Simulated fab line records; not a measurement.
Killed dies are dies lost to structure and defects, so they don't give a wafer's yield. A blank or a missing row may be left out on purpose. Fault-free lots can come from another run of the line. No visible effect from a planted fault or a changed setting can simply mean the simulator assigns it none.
The tool behind it: which one? ; flow sky130 ; 31 wafers from 11 lots sampled at 6 of the route's 708 steps

WHAT EACH GAUGE READ, for each wafer
SKY_VT_ADJUST_HVTR_OVL_MEAS_08. Usual: VT_ADJUST_HVTR_OVL 0.4 nm, standard deviation 1.4.
lot;measured;on;VT_ADJUST_HVTR_OVL (nm);flag
L303;day 11 00:35;overlay-01;0.7 0.3 0.8;
L302;day 11 02:19;overlay-02;-0.2 -1.1 -2.0;
L304;day 11 12:59;overlay-02;-0.5 1.0 0.1;
L305;day 11 15:02;overlay-01;0.7 0.6 2.9;
L306;day 11 15:17;overlay-02;-1.2 0.6 -2.2;
L307;day 12 04:53;overlay-01;-0.7 -1.0 -1.2;
L308;day 12 08:20;overlay-01;0.5 -0.6 -1.5;
L310;day 12 15:53;overlay-02;1.7 0.6 0.9;
L311;day 12 23:35;overlay-02;0.8 0.9 1.1;
L319;day 15 09:52;overlay-02;-0.1 -0.7;
L321;day 16 00:26;overlay-01;1.9 1.9;

SKY_SONOS_ONO_CD_MEAS_13: target cd 410 nm. Usual: cd nm 410.0 nm, standard deviation 2.6.
lot;measured;on;cd nm (nm);flag
L303;day 14 06:43;cd sem-01;411.6 410.3 410.1;
L302;day 14 11:19;cd sem-02;409.6 407.5 406.4;
L304;day 15 00:23;cd sem-01;411.1 410.8 411.8;
L305;day 15 01:22;cd sem-01;407.5 408.6 407.2;
L306;day 15 02:31;cd sem-01;409.3 407.3 409.7;
L307;day 15 14:40;cd sem-01;408.7 406.9 408.4;
L308;day 15 21:13;cd sem-01;409.9 408.6 407.7;
L310;day 16 06:22;cd sem-02;407.5 407.3 406.3;
L311;day 16 15:25;cd sem-01;406.3 404.5 405.7;
L319;day 19 11:40;cd sem-01;407.7 406.9;
L321;day 20 02:13;cd sem-02;416.5 412.8;

SKY_CONTACT_RS_MEAS_25: a four-point-probe measurement. Usual: CONTACT_W_RS 0.340 ohm/sq, standard deviation 0.0039.
lot;measured;on;CONTACT_W_RS (ohm/sq);flag
L303;day 33 07:43;film metro-03;0.338 0.343 0.340;
L302;day 33 10:10;film metro-03;0.338 0.344 0.347;
L304;day 34 01:49;film metro-02;0.336 0.339 0.339;
L305;day 33 19:26;film metro-04;0.337 0.341 0.339;
L306;day 33 23:15;film metro-03;0.341 0.338 0.340;
L307;day 34 09:27;film metro-03;0.344 0.346 0.340;
L308;day 34 20:16;film metro-03;0.333 0.339 0.342;
L310;day 35 08:13;film metro-03;0.342 0.344 0.342;
L311;day 35 10:43;film metro-03;0.338 0.339 0.341;
L319;day 37 22:01;film metro-04;0.340 0.591 0.340 0.591;OFF
L321;day 38 14:18;film metro-02;0.336 0.567 0.336 0.567;OFF

SKY_CONTACT_THK_MEAS_26: measures by xrf. Usual: CONTACT_W_THK 336 nm, standard deviation 4.6.
lot;measured;on;CONTACT_W_THK (nm);flag
L303;day 33 07:50;film metro-03;335 330 335;
L302;day 33 10:17;film metro-03;336 330 328;
L304;day 34 01:55;film metro-02;337 335 337;
L305;day 33 19:34;film metro-04;340 338 334;
L306;day 33 23:22;film metro-03;333 338 333;
L307;day 34 09:34;film metro-03;335 334 340;
L308;day 34 20:23;film metro-03;346 341 338;
L310;day 35 08:20;film metro-03;335 333 336;
L311;day 35 10:49;film metro-03;339 337 336;
L319;day 38 03:19;film metro-04;337 195 335 195;OFF
L321;day 38 20:25;film metro-02;336 201 337 201;OFF

WHAT TOOL EACH LOT RAN ON (gives the tool, then ch and the chambers of the sampled wafers, and finally the start)
lot;SKY_POLY_GATE_ETCH_17;SKY_CONTACT_CVD_24
L303;rie si-02 ch 0,1,2, day 18 04:06;cvd w-01 ch 0,1, day 33 07:36
L302;rie si-02 ch 2,3, day 18 08:43;cvd w-02 ch 0,1, day 33 10:03
L304;rie si-02 ch 1,2, day 18 22:08;cvd w-01 ch 0,1, day 34 01:41
L305;rie si-02 ch 1,2,3, day 18 22:30;cvd w-02 ch 0,1, day 33 19:20
L306;rie si-01 ch 1,2, day 18 22:29;cvd w-01 ch 0,1, day 33 23:08
L307;rie si-02 ch 0,1,3, day 19 13:35;cvd w-01 ch 1, day 34 09:14
L308;rie si-02 ch 0,1,2, day 19 23:03;cvd w-02 ch 0,1, day 34 20:10
L310;rie si-01 ch 0,1, day 20 13:11;cvd w-01 ch 1, day 35 08:06
L311;rie si-02 ch 0,1,2, day 20 20:27;cvd w-02 ch 0,1, day 35 10:37
L319;rie si-02 ch 2, day 23 15:12;cvd w-01 ch 0,1, day 37 21:54
L321;rie si-01 ch 1,2, day 24 06:38;cvd w-01 ch 0, day 38 14:11
- SKY_POLY_GATE_ETCH_17: etches poly-Si in HBr/Cl2, stops on SiO2, target depth 180 nm, time 70.5 s.
- SKY_CONTACT_CVD_24: deposits W, target thk 340 nm, time 102.12 s.

AS READ BY THE TOOLS THEMSELVES (means over the sampled wafers that have a number; for cases with no such wafer, the mark the record gives instead)
SKY_POLY_GATE_ETCH_17. Usual: HBr_flow_sccm 150.0 sccm, standard deviation 0.47; drypump motor current A 5.7 A, standard deviation 0.4; oes product au 0.990 a.u., standard deviation 0.0079; throttle valve pct 33.685 %, standard deviation 0.0086.
lot;tool;HBr_flow_sccm (sccm);drypump motor current A (A);oes product au (a.u.);throttle valve pct (%);flag
L303;rie si-02;149.5;5.7;0.986;33.681;
L302;rie si-02;149.9;5.9;0.985;33.678;
L304;rie si-02;149.6;5.9;0.988;33.685;
L305;rie si-02;149.8;5.6;0.981;33.682;
L306;rie si-01;150.2;5.8;0.987;33.683;
L307;rie si-02;150.5;5.4;0.989;33.680;
L308;rie si-02;150.3;5.7;0.988;33.690;
L310;rie si-01;150.0;6.2;0.988;33.688;
L311;rie si-02;150.1;5.7;0.991;33.682;
L319;rie si-02;149.6;6.2;0.989;33.686;
L321;rie si-01;149.4;5.8;0.985;33.685;

SKY_CONTACT_CVD_24. Usual: heater power w 816 W, standard deviation 46.
lot;tool;heater power w (W);flag
L303;cvd w-01;803;
L302;cvd w-02;852;
L304;cvd w-01;790;
L305;cvd w-02;870;
L306;cvd w-01;783;
L307;cvd w-01;759;
L308;cvd w-02;859;
L310;cvd w-01;757;
L311;cvd w-02;863;
L319;cvd w-01;778;
L321;cvd w-01;851;

THE ANSWER, worked out from the rows above alone
Rule: take the mean of a lot's wafers that have a number; if it is more than 3 standard deviations from the usual mean, the lot is off. A lot without any number at a reading at which 4 lots or more have one is off too. The other lots that the step has rows for count as sound. First the gauges in route order, then the tools' own readings, where a lot's mean is used as printed above. At the first step where some lot is off, the reading lying furthest off is the one used; lots without a number count as furthest.
Off: L319, L321, seen at SKY_CONTACT_RS_MEAS_25 (CONTACT_W_RS).
A tool fits if, at a process step before that reading, it ran every lot that is off, and no sound lot after the first of them. Gauges at SKY_CONTACT_RS_MEAS_25: tried the same way as those tools. One fits: SKY_CONTACT_CVD_24 on cvd w-01. A fault onset in the window from L310 (day 35 08:06, its last sound lot) to L319 (day 37 21:54, its first lot off) fits.

WHAT THE SIMULATOR PUT IN
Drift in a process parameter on cvd w-01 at SKY_CONTACT_CVD_24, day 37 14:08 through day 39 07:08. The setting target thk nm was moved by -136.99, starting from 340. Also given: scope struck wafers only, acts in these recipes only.
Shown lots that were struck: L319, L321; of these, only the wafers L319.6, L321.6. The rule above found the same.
